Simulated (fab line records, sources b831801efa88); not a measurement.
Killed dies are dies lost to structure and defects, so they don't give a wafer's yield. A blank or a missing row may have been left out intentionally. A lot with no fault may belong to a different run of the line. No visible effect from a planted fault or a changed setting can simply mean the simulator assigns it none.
fab line records	flow sky130
record lots=24	wafers=72	last_day=50
route steps=708 shown NWELL@67 VT_ADJUST_HVTP@93 POLY_GATE@230 CONTACT@406 METAL1@436
lots with no fault: from the same line, run without faults
start_h: hours from the record's first day to the start of the lot's first wafer shown	wait_h: hours from the lot's prior step to this one	" unchanged from the row above	L1.1+2: one row covering several wafers at once	- no value, or no start was given	* or withheld: withheld	< > ~ a bound
route shown NAME@n: NAME is a module with steps in the file, n the number in the route of the first one	usual: average and standard deviation across the fault-free wafers	same: alike in all rows	chamber/n: place in a boat	sites: readings site by site	_std_site: how widely they spread, as a standard deviation	_edge_site: outer sites' mean less inner sites'	radius_mm: how far each site lies from the wafer's centre	mask NAME#n: copy n	behind: tool/chamber where the wafer was last shaped	hold: the reason the lot was held/the length of the hold in hours/how it ended	device: names the non-switching transistor (n, p or np)	end of line: at the end of the route, the tests of the same wafers	a step without rows: its recipe alone	killed: at the first sort, the dies lost to defects and structure; wafer yield is something else	map: per-die view of a wafer (x killed, . not killed, _ where there is no die)
set.NAME: the run value of the setting; set.NAME@STEP: its run value at that earlier step	model.NAME: the simulator's own value behind a step, which no gauge read
route steps across a sampled set of lots; one table per step, one row per wafer
services: from which hour (start_h, from the record's first day; less than 0 if before it) a tool's chamber was out of use, for how many hours, and why
## steps
# step SKY_NWELL_STRIP_14
# recipe chemistry=O2/N2	power_w=1400	pressure_mtorr=1500	platen_temp_c=withheld	o2_flow_sccm=3000	n2_flow_sccm=300	overash_fraction=0.5
# usual drypump_motor_current_A=5.7/0.47	oes_product_au=0.722/0.0045	strip_time_to_endpoint_s=36.92/0.1
lot.wafer	tool	chamber	start_h	wait_h	drypump_motor_current_A	oes_product_au	rf_hours_counter_h	strip_time_to_endpoint_s
L074.2	plasma_asher-02	0	88.07	0.1	5.1	0.727	39	36.93
L074.4	"	1	"	"	6.4	0.725	-	37.01
L074.6	"	1	"	"	6.4	0.716	-	36.97
L075.1	plasma_asher-01	0	94.84	0.1	6.1	0.722	28	36.82
L075.2	"	1	"	"	5.2	0.722	28	36.92
L075.4	"	1	"	"	5.2	0.717	-	36.93
L076.2	plasma_asher-01	0	99.35	0.1	6.2	0.722	29	36.93
L076.3	"	1	"	"	5.2	0.714	-	37.01
L076.4	"	0	"	"	6.2	0.726	-	36.86
L077.2	plasma_asher-01	1	102.57	0.1	5.2	0.728	29	36.77
L077.4	"	1	"	"	5.2	0.723	-	36.83
L077.6	"	0	"	"	6.1	0.726	-	36.99
L078.1	plasma_asher-04	0	106.42	0.1	6.0	0.721	42	36.93
L078.5	"	1	"	"	5.7	0.726	-	36.88
L078.6	"	0	"	"	6.0	0.718	-	36.88
L079.4	plasma_asher-04	0	115.83	0.1	5.9	0.721	-	36.85
L079.5	"	1	"	"	5.8	0.725	-	37.03
L079.6	"	0	"	"	5.9	0.728	-	36.94
L080.1	plasma_asher-02	0	120.80	0.1	5.1	0.719	42	36.82
L080.2	"	1	"	"	6.4	0.724	42	36.85
L080.5	"	0	"	"	5.1	0.729	-	36.86
L081.2	plasma_asher-04	0	123.67	0.1	5.9	0.724	44	37.07
L081.4	"	1	"	"	5.7	0.715	-	37.02
L081.6	"	1	"	"	5.7	0.729	-	36.97
L082.1	plasma_asher-01	0	132.79	0.1	6.1	0.714	33	36.77
L082.4	"	0	"	"	6.1	0.721	-	36.66
L082.6	"	0	"	"	6.1	0.723	-	36.81
L083.4	plasma_asher-02	1	140.43	0.1	6.4	0.730	-	37.14
L083.5	"	1	"	"	6.4	0.725	-	36.99
L083.6	"	0	"	"	5.1	0.724	-	37.02
L084.2	plasma_asher-04	1	143.84	0.1	5.7	0.724	46	36.99
L084.4	"	1	"	"	5.7	0.728	-	37.14
L084.6	"	0	"	"	6.0	0.716	-	37.05
L085.2	plasma_asher-04	0	152.12	0.1	5.9	0.715	47	36.92
L085.5	"	1	"	"	5.7	0.720	-	37.00
L085.6	"	0	"	"	5.9	0.714	-	36.97
L086.2	plasma_asher-02	0	156.05	0.1	5.1	0.724	45	37.05
L086.4	"	1	"	"	6.4	0.725	-	36.97
L086.6	"	0	"	"	5.1	0.728	-	36.97
L087.2	plasma_asher-04	0	166.44	0.1	5.9	0.728	49	36.93
L087.4	"	1	"	"	5.7	0.723	-	36.94
L087.5	"	1	"	"	5.8	0.715	-	36.93
L088.1	plasma_asher-04	0	168.09	0.1	5.9	0.725	49	36.93
L088.3	"	0	"	"	5.9	0.721	-	36.86
L088.4	"	1	"	"	5.8	0.710	-	36.87
L089.2	plasma_asher-01	1	175.20	0.1	5.3	0.717	37	36.95
L089.3	"	0	"	"	6.1	0.722	-	36.96
L089.4	"	1	"	"	5.2	0.720	-	36.81
L090.1	plasma_asher-01	0	178.22	0.1	6.1	0.720	37	37.03
L090.4	"	1	"	"	5.2	0.726	-	37.06
L090.6	"	1	"	"	5.2	0.727	-	37.00
L091.2	plasma_asher-04	0	183.09	0.1	5.9	0.723	51	36.98
L091.3	"	0	"	"	5.9	0.725	-	36.87
L091.6	"	1	"	"	5.7	0.723	-	36.94
L092.1	plasma_asher-02	1	187.82	0.1	6.4	0.725	47	37.01
L092.3	"	0	"	"	5.1	0.724	-	36.98
L092.4	"	1	"	"	6.4	0.724	-	37.04
L093.2	plasma_asher-02	0	192.95	0.1	5.1	0.717	48	36.80
L093.5	"	0	"	"	5.1	0.723	-	36.77
L093.6	"	1	"	"	6.4	0.723	-	36.73
L094.1	plasma_asher-01	0	198.55	0.1	6.1	0.724	39	36.67
L094.4	"	1	"	"	5.2	0.711	-	36.76
L094.6	"	1	"	"	5.2	0.725	-	36.68
L095.1	plasma_asher-01	1	205.04	0.1	5.2	0.723	40	36.97
L095.2	"	0	"	"	6.2	0.720	40	36.87
L095.5	"	1	"	"	5.2	0.724	-	36.93
L096.2	plasma_asher-01	0	215.14	0.1	6.1	0.722	40	36.76
L096.4	"	1	"	"	5.2	0.729	-	36.74
L096.5	"	1	"	"	5.2	0.712	-	36.72
L097.2	plasma_asher-02	0	218.50	0.1	5.1	0.728	50	37.02
L097.4	"	0	"	"	5.1	0.726	-	36.99
L097.6	"	1	"	"	6.4	0.725	-	36.90
# step SKY_VT_ADJUST_HVTP_OVL_MEAS_08
# usual VT_ADJUST_HVTP_OVL=0.2/1.7
lot.wafer	tool	chamber	start_h	wait_h	VT_ADJUST_HVTP_OVL[nm]
L074.2	overlay-02	-	124.61	0.1	0.4
L074.4	"	-	"	"	1.0
L074.6	"	-	"	"	-1.0
L075.1	overlay-02	-	131.50	0.1	0.1
L075.2	"	-	"	"	-1.5
L075.4	"	-	"	"	-1.2
L076.2	overlay-02	-	136.19	0.1	2.6
L076.3	"	-	"	"	0.8
L076.4	"	-	"	"	1.3
L077.2	overlay-02	-	140.33	0.1	-1.1
L077.4	"	-	"	"	-0.9
L077.6	"	-	"	"	-0.6
L078.1	overlay-01	-	143.78	0.1	0.5
L078.5	"	-	"	"	1.4
L078.6	"	-	"	"	1.3
L079.4	overlay-01	-	154.82	0.1	0.0
L079.5	"	-	"	"	1.0
L079.6	"	-	"	"	1.6
L080.1	overlay-01	-	159.15	0.1	1.2
L080.2	"	-	"	"	-0.9
L080.5	"	-	"	"	-1.2
L081.2	overlay-01	-	163.44	0.1	2.6
L081.4	"	-	"	"	3.3
L081.6	"	-	"	"	3.4
L082.1	overlay-02	-	172.73	0.1	0.7
L082.4	"	-	"	"	4.1
L082.6	"	-	"	"	2.0
L083.4	overlay-02	-	180.57	0.1	-1.7
L083.5	"	-	"	"	-2.3
L083.6	"	-	"	"	-1.3
L084.2	overlay-02	-	184.74	0.1	-0.8
L084.4	"	-	"	"	0.5
L084.6	"	-	"	"	0.4
L085.2	overlay-01	-	192.94	0.1	0.4
L085.5	"	-	"	"	-0.4
L085.6	"	-	"	"	1.1
L086.2	overlay-02	-	196.66	0.1	-0.2
L086.4	"	-	"	"	0.8
L086.6	"	-	"	"	0.5
L087.2	overlay-02	-	207.04	0.1	0.4
L087.4	"	-	"	"	0.3
L087.5	"	-	"	"	2.1
L088.1	overlay-02	-	207.60	0.1	0.7
L088.3	"	-	"	"	-2.7
L088.4	"	-	"	"	-1.8
L089.2	overlay-01	-	216.74	0.1	0.2
L089.3	"	-	"	"	1.7
L089.4	"	-	"	"	0.7
L090.1	overlay-02	-	219.75	0.1	-1.1
L090.4	"	-	"	"	-0.6
L090.6	"	-	"	"	-0.8
L091.2	overlay-01	-	225.96	0.1	3.0
L091.3	"	-	"	"	-0.9
L091.6	"	-	"	"	-0.6
L092.1	overlay-01	-	230.39	0.1	1.7
L092.3	"	-	"	"	-1.4
L092.4	"	-	"	"	1.0
L093.2	overlay-01	-	236.48	0.1	0.9
L093.5	"	-	"	"	0.3
L093.6	"	-	"	"	2.8
L094.1	overlay-02	-	243.60	0.1	-1.2
L094.4	"	-	"	"	-2.4
L094.6	"	-	"	"	1.2
L095.1	overlay-01	-	251.53	0.1	-1.6
L095.2	"	-	"	"	-0.5
L095.5	"	-	"	"	-0.9
L096.2	overlay-01	-	261.14	0.1	-2.7
L096.4	"	-	"	"	-1.5
L096.5	"	-	"	"	-4.6
L097.2	overlay-01	-	264.81	0.1	0.1
L097.4	"	-	"	"	0.3
L097.6	"	-	"	"	0.0
# step SKY_POLY_GATE_ETCH_16
# recipe stop_on=poly-Si	chemistry=CH3F/O2	target=Si3N4	source_w=400	bias_w=80	pressure_mtorr=25	ch3f_flow_sccm=40	O2_flow_sccm=30	time_s=147.5	target_depth_a=750
# usual drypump_motor_current_A=5.5/0.48	oes_product_au=0.640/0.0049	throttle_valve_pct=10.537/0.0088
lot.wafer	tool	chamber	start_h	wait_h	drypump_motor_current_A	oes_product_au	rf_hours_counter_h	throttle_valve_pct
L074.2	rie_diel-03	0	373.27	0.0	4.6	0.638	67	10.529
L074.4	"	1	"	"	5.0	0.650	58	10.536
L074.6	"	0	"	"	4.6	0.639	-	10.533
L075.1	rie_diel-03	3	381.25	0.0	5.8	0.642	9	10.552
L075.2	"	1	"	"	5.0	0.638	58	10.541
L075.4	"	2	"	"	6.0	0.647	0	10.533
L076.2	rie_diel-04	3	385.05	0.0	5.9	0.646	8	10.542
L076.3	"	1	"	"	5.1	0.648	40	10.526
L076.4	"	1	"	"	5.1	0.649	-	10.539
L077.2	rie_diel-04	0	390.92	0.0	5.7	0.637	43	10.515
L077.4	"	3	"	"	5.9	0.639	-	10.535
L077.6	"	1	"	"	5.0	0.644	-	10.520
L078.1	rie_diel-03	1	402.20	0.0	5.0	0.629	59	10.546
L078.5	"	1	"	"	5.0	0.638	-	10.528
L078.6	"	2	"	"	5.9	0.631	-	10.543
L079.4	rie_diel-01	2	410.80	0.0	5.7	0.643	-	10.532
L079.5	"	0	"	"	5.3	0.638	-	10.526
L079.6	"	3	"	"	6.1	0.640	-	10.541
L080.1	rie_diel-03	1	417.15	0.0	5.0	0.643	59	10.532
L080.2	"	0	"	"	4.6	0.638	68	10.531
L080.5	"	3	"	"	5.8	0.639	-	10.534
L081.2	rie_diel-04	1	430.65	0.0	5.1	0.642	41	10.522
L081.4	"	1	"	"	5.1	0.642	-	10.525
L081.6	"	0	"	"	5.7	0.638	-	10.546
L082.1	rie_diel-04	3	440.70	0.0	5.9	0.646	9	10.541
L082.4	"	0	"	"	5.8	0.637	45	10.546
L082.6	"	3	"	"	5.9	0.639	-	10.542
L083.4	rie_diel-04	2	453.90	0.0	6.2	0.638	80	10.521
L083.5	"	1	"	"	5.1	0.637	-	10.555
L083.6	"	0	"	"	5.7	0.645	-	10.527
L084.2	rie_diel-03	2	459.12	0.0	6.0	0.640	2	10.530
L084.4	"	1	"	"	5.0	0.642	60	10.532
L084.6	"	0	"	"	4.6	0.645	-	10.546
L085.2	rie_diel-04	2	470.15	0.0	6.3	0.639	80	10.523
L085.5	"	1	"	"	5.1	0.639	-	10.541
L085.6	"	0	"	"	5.7	0.634	-	10.535
L086.2	rie_diel-01	1	478.30	0.0	5.7	0.643	88	10.538
L086.4	"	3	"	"	6.0	0.643	-	10.532
L086.6	"	1	"	"	5.7	0.647	-	10.544
L087.2	rie_diel-04	2	492.45	0.0	6.2	0.643	80	10.540
L087.4	"	0	"	"	5.7	0.641	46	10.531
L087.5	"	0	"	"	5.7	0.644	-	10.532
L088.1	rie_diel-01	3	494.85	0.0	6.1	0.636	7	10.540
L088.3	"	1	"	"	5.8	0.642	88	10.541
L088.4	"	0	"	"	5.2	0.632	4	10.531
L089.2	rie_diel-04	1	507.90	0.0	5.1	0.645	43	10.559
L089.3	"	0	"	"	5.7	0.641	46	10.531
L089.4	"	2	"	"	6.2	0.646	81	10.533
L090.1	rie_diel-04	0	510.75	0.0	5.7	0.643	46	10.550
L090.4	"	3	"	"	5.9	0.634	11	10.534
L090.6	"	3	"	"	5.9	0.633	-	10.519
L091.2	rie_diel-01	3	516.55	0.0	6.1	0.637	7	10.553
L091.3	"	2	"	"	5.7	0.643	1	10.533
L091.6	"	2	"	"	5.7	0.648	-	10.546
L092.1	rie_diel-03	1	521.85	0.0	5.0	0.648	61	10.529
L092.3	"	2	"	"	6.0	0.633	3	10.540
L092.4	"	3	"	"	5.8	0.634	12	10.540
L093.2	rie_diel-03	0	527.55	0.0	4.6	0.634	70	10.530
L093.5	"	2	"	"	5.9	0.635	-	10.527
L093.6	"	1	"	"	5.0	0.624	-	10.537
L094.1	rie_diel-03	0	537.20	0.0	4.6	0.646	70	10.551
L094.4	"	1	"	"	5.0	0.642	62	10.538
L094.6	"	1	"	"	5.0	0.639	-	10.553
L095.1	rie_diel-04	0	549.30	0.0	5.7	0.640	47	10.537
L095.2	"	3	"	"	5.9	0.643	11	10.525
L095.5	"	1	"	"	5.1	0.634	-	10.543
L096.2	rie_diel-01	0	562.45	0.0	5.2	0.641	5	10.545
L096.4	"	3	"	"	6.1	0.631	-	10.546
L096.5	"	0	"	"	5.2	0.639	-	10.543
L097.2	rie_diel-04	1	568.50	0.0	5.1	0.641	44	10.550
L097.4	"	2	"	"	6.2	0.645	0	10.535
L097.6	"	2	"	"	6.2	0.642	-	10.544
# step SKY_CONTACT_CVD_00
# recipe material=Si3N4	target_thk_nm=75	temp_c=400	time_s=withheld	rf_w=450
# usual heater_power_outer_w=483/65	heater_power_w=821/110
lot.wafer	tool	chamber	start_h	wait_h	heater_power_outer_w	heater_power_w
L074.2	pecvd-01	1	714.67	0.0	496	837
L074.4	"	0	"	"	465	784
L074.6	"	1	"	"	481	839
L075.1	pecvd-04	0	716.17	0.0	500	865
L075.2	"	2	"	"	525	849
L075.4	"	2	"	"	535	841
L076.2	pecvd-02	1	718.78	0.0	391	716
L076.3	"	0	"	"	554	879
L076.4	"	0	"	"	571	864
L077.2	pecvd-01	2	730.37	0.0	535	968
L077.4	"	0	"	"	548	874
L077.6	"	2	"	"	524	971
L078.1	pecvd-04	0	736.28	0.0	485	858
L078.5	"	0	"	"	498	854
L078.6	"	1	"	"	396	750
L079.4	pecvd-02	2	746.29	0.0	286	509
L079.5	"	0	"	"	474	763
L079.6	"	1	"	"	469	789
L080.1	pecvd-01	1	750.32	0.0	557	919
L080.2	"	2	"	"	511	924
L080.5	"	2	"	"	507	940
L081.2	pecvd-04	0	762.08	0.0	433	775
L081.4	"	0	"	"	421	767
L081.6	"	1	"	"	467	832
L082.1	pecvd-01	0	770.99	0.0	542	852
L082.4	"	1	"	"	489	809
L082.6	"	2	"	"	547	1016
L083.4	pecvd-04	0	784.28	0.0	445	801
L083.5	"	2	"	"	436	706
L083.6	"	1	"	"	411	770
L084.2	pecvd-02	0	784.63	0.0	538	883
L084.4	"	2	"	"	352	576
L084.6	"	0	"	"	556	873
L085.2	pecvd-01	2	795.51	0.0	557	995
L085.5	"	1	"	"	473	807
L085.6	"	2	"	"	560	962
L086.2	pecvd-01	2	800.98	0.0	572	1022
L086.4	"	1	"	"	575	920
L086.6	"	2	"	"	572	1039
L087.2	pecvd-01	2	834.53	0.0	561	993
L087.4	"	2	"	"	565	991
L087.5	"	2	"	"	557	993
L088.1	pecvd-04	1	834.62	0.0	463	820
L088.3	"	2	"	"	523	822
L088.4	"	0	"	"	463	806
L089.2	pecvd-02	1	835.20	0.0	385	704
L089.3	"	2	"	"	380	613
L089.4	"	0	"	"	504	844
L090.1	pecvd-01	2	836.28	0.0	575	1002
L090.4	"	0	"	"	525	805
L090.6	"	2	"	"	582	1005
L091.2	pecvd-04	1	837.65	0.0	486	855
L091.3	"	0	"	"	478	822
L091.6	"	0	"	"	474	822
L092.1	pecvd-02	1	838.43	0.0	383	681
L092.3	"	1	"	"	377	687
L092.4	"	2	"	"	354	576
L093.2	pecvd-04	2	841.37	0.0	518	843
L093.5	"	2	"	"	539	837
L093.6	"	1	"	"	448	819
L094.1	pecvd-01	1	852.08	0.0	546	945
L094.4	"	2	"	"	536	965
L094.6	"	1	"	"	546	907
L095.1	pecvd-04	1	865.08	0.0	432	772
L095.2	"	2	"	"	504	819
L095.5	"	0	"	"	474	847
L096.2	pecvd-04	2	877.68	0.0	443	740
L096.4	"	0	"	"	516	893
L096.5	"	1	"	"	478	849
L097.2	pecvd-01	1	878.33	0.0	496	839
L097.4	"	2	"	"	548	963
L097.6	"	1	"	"	505	837
# step SKY_CONTACT_CMP_04
# recipe material=SiO2	down_force_psi=4	platen_rpm=60	pad_velocity_m_s=0.94248
# usual motor_current_A=12.0/0.93	retaining_ring_pressure_frac=1.000/0.0047	time_to_endpoint_s=81/3.9
lot.wafer	tool	chamber	start_h	wait_h	motor_current_A	retaining_ring_pressure_frac	time_to_endpoint_s
L074.2	cmp-02	2	714.89	0.0	11.8	1.000	88
L074.4	"	1	"	"	12.7	1.006	89
L074.6	"	3	"	"	11.4	1.004	86
L075.4	cmp-01	1	716.44	0.1	10.8	1.001	79
L075.2	"	2	"	"	12.5	1.003	80
L075.1	"	3	"	"	13.3	0.988	82
L076.2	cmp-02	2	719.00	0.0	11.9	0.992	86
L076.4	"	0	"	"	11.8	1.007	84
L076.3	"	1	"	"	12.5	1.003	91
L077.2	cmp-02	1	730.60	0.0	12.3	0.990	92
L077.4	"	0	"	"	11.6	0.996	85
L077.6	"	2	"	"	11.8	0.999	83
L078.1	cmp-02	1	736.50	0.1	12.4	0.997	88
L078.6	"	1	"	"	12.5	1.004	85
L078.5	"	2	"	"	11.8	0.994	86
L079.4	cmp-01	2	746.55	0.1	11.6	1.002	81
L079.6	"	1	"	"	10.5	0.999	75
L079.5	"	2	"	"	12.1	0.999	78
L080.1	cmp-02	0	750.54	0.1	10.8	0.996	75
L080.2	"	1	"	"	12.1	0.992	78
L080.5	"	0	"	"	11.8	0.997	74
L081.2	cmp-01	2	762.40	0.1	11.7	0.999	79
L081.4	"	3	"	"	13.5	0.996	76
L081.6	"	1	"	"	10.3	0.991	72
L082.1	cmp-02	2	771.26	0.1	12.1	1.000	79
L082.4	"	0	"	"	11.6	0.998	80
L082.6	"	1	"	"	12.6	1.001	82
L083.4	cmp-01	3	784.59	0.1	14.3	1.004	81
L083.6	"	1	"	"	10.3	1.003	77
L083.5	"	2	"	"	12.1	1.004	83
L084.4	cmp-02	2	784.99	0.2	12.6	1.002	76
L084.2	"	3	"	"	11.5	1.004	79
L084.6	"	2	"	"	11.7	1.007	78
L085.2	cmp-01	0	795.79	0.1	12.3	1.007	78
L085.5	"	3	"	"	14.0	1.000	81
L085.6	"	0	"	"	11.7	1.005	78
L086.4	cmp-02	1	801.33	0.1	12.3	0.995	80
L086.2	"	2	"	"	12.9	1.006	81
L086.6	"	3	"	"	11.8	0.998	80
L088.3	cmp-01	2	834.84	0.0	12.6	0.999	83
L088.4	"	0	"	"	12.1	1.000	79
L088.1	"	1	"	"	10.6	1.002	81
L087.4	cmp-02	3	834.87	0.1	12.1	1.005	78
L087.2	"	0	"	"	11.4	1.000	74
L087.5	"	2	"	"	12.1	1.003	80
L089.4	cmp-01	3	835.43	0.0	13.8	0.998	82
L089.3	"	0	"	"	11.8	0.991	85
L089.2	"	2	"	"	12.7	1.000	81
L090.4	cmp-02	2	836.52	0.0	12.1	1.009	83
L090.1	"	1	"	"	12.3	0.998	85
L090.6	"	2	"	"	11.1	0.998	82
L091.3	cmp-01	3	837.92	0.1	14.2	0.997	76
L091.2	"	0	"	"	11.9	1.005	74
L091.6	"	2	"	"	11.8	0.998	76
L092.3	cmp-02	1	838.70	0.0	13.0	1.000	79
L092.4	"	2	"	"	11.8	0.997	80
L092.1	"	0	"	"	12.0	0.996	77
L093.2	cmp-01	0	841.59	0.0	11.5	0.989	82
L093.6	"	0	"	"	11.5	0.991	78
L093.5	"	1	"	"	10.7	1.005	77
L094.4	cmp-01	3	852.40	0.1	13.4	0.999	80
L094.1	"	0	"	"	12.1	1.000	85
L094.6	"	1	"	"	10.6	1.000	81
L095.2	cmp-01	2	865.31	0.0	11.9	1.002	80
L095.1	"	0	"	"	11.5	0.995	81
L095.5	"	3	"	"	13.3	1.000	82
L096.2	cmp-02	2	877.95	0.1	12.3	1.006	73
L096.4	"	0	"	"	11.6	1.007	74
L096.5	"	1	"	"	12.2	0.997	75
L097.2	cmp-01	3	878.56	0.0	14.2	1.003	82
L097.4	"	2	"	"	12.2	1.005	82
L097.6	"	3	"	"	13.6	0.999	80
# step SKY_METAL1_SPUTTER_02
# recipe material=AlCu	target_thk_nm=250	power_w=10600	time_s=13.3	chamber_pressure_pa=0.4
# usual throttle_valve_pct=29.7/1.2
lot.wafer	tool	chamber	start_h	wait_h	throttle_valve_pct
L074.2	pvd_sputter-04	-	743.94	0.0	27.7
L074.4	"	-	"	"	30.3
L074.6	"	-	"	"	29.7
L075.1	pvd_sputter-03	-	745.06	0.0	30.6
L075.2	"	-	"	"	30.6
L075.4	"	-	"	"	30.4
L076.2	pvd_sputter-03	-	748.80	0.0	30.4
L076.3	"	-	"	"	29.9
L076.4	"	-	"	"	30.6
L077.2	pvd_sputter-02	-	759.38	0.0	30.8
L077.4	"	-	"	"	29.2
L077.6	"	-	"	"	30.4
L078.1	pvd_sputter-02	-	765.84	0.0	27.4
L078.5	"	-	"	"	29.5
L078.6	"	-	"	"	30.7
L079.4	pvd_sputter-02	-	775.20	0.0	30.5
L079.5	"	-	"	"	30.6
L079.6	"	-	"	"	27.7
L080.1	pvd_sputter-04	-	779.73	0.0	28.0
L080.2	"	-	"	"	31.3
L080.5	"	-	"	"	27.7
L081.2	pvd_sputter-02	-	790.19	0.0	30.1
L081.4	"	-	"	"	30.5
L081.6	"	-	"	"	27.5
L082.1	pvd_sputter-04	-	799.14	0.0	31.3
L082.4	"	-	"	"	27.7
L082.6	"	-	"	"	30.0
L083.4	pvd_sputter-04	-	812.88	0.0	30.2
L083.5	"	-	"	"	31.3
L083.6	"	-	"	"	30.1
L084.2	pvd_sputter-03	-	813.28	0.0	30.1
L084.4	"	-	"	"	30.6
L084.6	"	-	"	"	30.2
L085.2	pvd_sputter-02	-	824.06	0.0	30.4
L085.5	"	-	"	"	28.9
L085.6	"	-	"	"	30.4
L086.2	pvd_sputter-04	-	829.19	0.0	31.3
L086.4	"	-	"	"	29.8
L086.6	"	-	"	"	27.9
L087.2	pvd_sputter-02	-	862.84	0.0	27.4
L087.4	"	-	"	"	30.3
L087.5	"	-	"	"	30.6
L088.1	pvd_sputter-04	-	863.14	0.0	31.1
L088.3	"	-	"	"	30.1
L088.4	"	-	"	"	29.9
L089.2	pvd_sputter-02	-	863.44	0.0	27.4
L089.3	"	-	"	"	30.6
L089.4	"	-	"	"	30.8
L090.1	pvd_sputter-03	-	864.34	0.0	30.1
L090.4	"	-	"	"	30.2
L090.6	"	-	"	"	30.4
L091.2	pvd_sputter-02	-	865.30	0.0	27.5
L091.3	"	-	"	"	30.7
L091.6	"	-	"	"	27.6
L092.1	pvd_sputter-03	-	867.21	0.0	30.4
L092.3	"	-	"	"	30.2
L092.4	"	-	"	"	30.3
L093.2	pvd_sputter-02	-	870.50	0.0	30.7
L093.5	"	-	"	"	30.7
L093.6	"	-	"	"	27.4
L094.1	pvd_sputter-03	-	881.14	0.0	30.5
L094.4	"	-	"	"	29.8
L094.6	"	-	"	"	30.0
L095.1	pvd_sputter-03	-	892.81	0.0	30.5
L095.2	"	-	"	"	30.5
L095.5	"	-	"	"	30.3
L096.2	pvd_sputter-02	-	904.97	0.0	27.5
L096.4	"	-	"	"	30.4
L096.5	"	-	"	"	27.7
L097.2	pvd_sputter-04	-	905.53	0.0	29.8
L097.4	"	-	"	"	30.3
L097.6	"	-	"	"	27.8
## services
tool	chamber	start_h	hours	kind
cmp-02	-	66.54	2.2	repair
cmp-02	-	93.08	0.6	repair
cmp-02	-	99.18	2.3	repair
cmp-02	-	106.13	0.4	repair
cmp-02	-	128.21	0.4	repair
cmp-01	-	158.74	7.6	pm
cmp-02	-	192.38	5.3	repair
cmp-01	-	204.93	14.7	pm
cmp-02	-	221.11	1.2	repair
cmp-01	-	232.01	4.0	pm
cmp-01	-	256.66	0.3	repair
cmp-02	-	281.10	3.7	pm
cmp-02	-	316.52	1.5	repair
cmp-01	-	349.45	1.3	repair
cmp-01	-	359.07	1.2	repair
cmp-01	-	362.74	0.5	repair
cmp-01	-	367.58	0.5	repair
cmp-02	-	368.27	4.1	repair
cmp-02	-	404.00	4.0	pm
cmp-01	-	413.68	1.7	repair
cmp-02	-	414.46	3.5	repair
cmp-01	-	417.70	4.1	repair
cmp-02	-	439.32	5.6	pm
cmp-02	-	445.07	3.9	repair
## key
fault none
